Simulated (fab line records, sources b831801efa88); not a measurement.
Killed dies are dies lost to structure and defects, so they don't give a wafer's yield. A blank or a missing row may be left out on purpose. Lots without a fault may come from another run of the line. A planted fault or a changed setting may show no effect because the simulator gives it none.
A struck lot beside a sound one | flow gf180mcu | 21 steps out of a route of 602
Sound: wafers L996.1, L996.3, L996.6. Struck: wafers L104.4, L104.5. (L104.2 of the same lot was not struck and is left out.) The cause comes at the end.
At each step with rows: each side's tool, then ch and its chambers, then its first start. Under that, the readings that differ: sound wafers | struck wafers | difference of the means | sigmas: that difference in standard deviations of wafers without a fault.
alike: readings whose means differ by less than 2 such deviations, and words and numbers that are the same on both sides. not compared: withheld readings, readings that some wafer has no value for, bounds like >300 that may hide the same value, and numbers for which the record gives no deviation and whose values overlap.
The two part at a step that has a row with sigmas, a row that says differs or no value, or rows on one side only. Numbers that don't overlap but have no deviation are shown without sigmas and don't part them. A reading that every wafer of one side lacks parts them only if that side has two wafers or more.

first, 4 steps without rows for these wafers: GF_MIM_SOFTBAKE_15 (time 60 s); GF_MIM_EXPOSE_16 (exposes mask FuseTop, target cd 2000 nm); GF_MIM_PEB_17; GF_MIM_DEVELOP_18 (develop time 60 s).
GF_MIM_METAL_ETCH_19: etches the open film in Cl2/BCl3, stops on Si3N4, target depth 324.5 nm, time 54.1 s.
  sound on rie_metal-02 ch 0,1, day 27 20:17; struck on rie_metal-01 ch 0,1, day 30 04:27
  alike: drypump_motor_current_A, oes_product_au, rf_fwd_power_W, throttle_valve_pct
  not compared: rf_hours_counter_h
GF_MIM_STRIP_20: strips in O2/N2.
  sound on plasma_asher-04 ch 0, day 27 20:22; struck on plasma_asher-01 ch 0,1, day 30 04:31
  alike: drypump_motor_current_A, heater_power_w, o2_flow_sccm, oes_product_au, strip_time_to_endpoint_s
  not compared: rf_hours_counter_h
then, 6 steps without rows for these wafers: GF_MIM_STRIP_21 (strips in post etch residue remover, time 1200 s); GF_MIM_CLEAN_22 (cleans in DIW); GF_M5_DEHYDRATE_00 (time 60 s); GF_M5_HMDS_01 (prime time 60 s); GF_M5_COAT_02 (resist thk 1000 nm); GF_M5_SOFTBAKE_03 (time 60 s).
GF_M5_EXPOSE_04: exposes mask Metal5, target cd 280 nm.
  sound on krf_scanner-02 ch 0, day 28 06:27; struck on krf_scanner-01 ch 0, day 30 14:03
  alike: mask, focus_offset_nm, stage_vel_mm_s
then, 2 steps without rows for these wafers: GF_M5_PEB_05 (peb time 90 s); GF_M5_DEVELOP_06 (develop time 60 s).
GF_M5_CD_MEAS_07: target cd 280 nm.
  sound on cd_sem-01, day 28 15:45; struck on cd_sem-01, day 30 22:31
  reading    | sound             | struck      | difference | sigmas
  cd_nm (nm) | 281.7 279.6 280.4 | 244.0 243.5 | -36.8      | -31
GF_M5_OVL_MEAS_08:
  sound on overlay-01, day 28 15:52; struck on overlay-01, day 30 22:38
  alike: M5_OVL
GF_M5_ETCH_09: etches Si3N4 in CF4/O2, target depth 52 nm, time 11.6 s.
  sound on rie_diel-02 ch 0,1,3, day 28 15:55; struck on rie_diel-02 ch 0,2, day 30 22:40
  reading             | sound           | struck      | difference | sigmas
  model.M5.cd_nm (nm) | 282 280.3 280.5 | 244.5 243.5 | -36.9      |
  alike: drypump_motor_current_A, oes_product_au, rf_fwd_power_W, throttle_valve_pct
  not compared: rf_hours_counter_h
GF_M5_METAL_ETCH_10: etches the open film in Cl2/BCl3, stops on SiO2, target depth 627.5 nm, time 104.6 s.
  sound on rie_metal-04 ch 0,1, day 28 15:56; struck on rie_metal-04 ch 0,1, day 30 22:41
  reading             | sound             | struck      | difference | sigmas
  model.M5.cd_nm (nm) | 283.7 280.4 282.3 | 244.4 244.3 | -37.8      |
  alike: drypump_motor_current_A, oes_product_au, rf_fwd_power_W, throttle_valve_pct
  not compared: rf_hours_counter_h
GF_M5_STRIP_11: strips in O2/N2.
  sound on plasma_asher-02 ch 0,1, day 28 16:03; struck on plasma_asher-03 ch 0, day 30 22:47
  alike: drypump_motor_current_A, heater_power_w, o2_flow_sccm, oes_product_au, strip_time_to_endpoint_s
  not compared: rf_hours_counter_h
-- the record jumps here: 2 days lie between the struck wafers' starts before and after (it left off in module M5 and takes up again in module PASSIVATION, whose first step shown is number 602 of the route) --
GF_PASSIVATION_PROBE_99:
  sound on prober-01, day 31 04:51; struck on prober-01, day 33 07:38
  reading                        | sound                | struck       | difference | sigmas
  model.etest.met5.width_nm (nm) | 277.9 277.8 282.2    | 241.6 241.9  | -37.6      |
  model.etest.met5.line_ohm_um   | 0.2629 0.2601 0.2629 | 0.3039 0.308 | +0.0440    |

WHERE THEY PART
Only at GF_M5_CD_MEAS_07, within this record. Later steps at which nothing parts them and some readings are alike: GF_M5_OVL_MEAS_08, GF_M5_ETCH_09, GF_M5_METAL_ETCH_10, GF_M5_STRIP_11.

WHY: what the simulator had put in
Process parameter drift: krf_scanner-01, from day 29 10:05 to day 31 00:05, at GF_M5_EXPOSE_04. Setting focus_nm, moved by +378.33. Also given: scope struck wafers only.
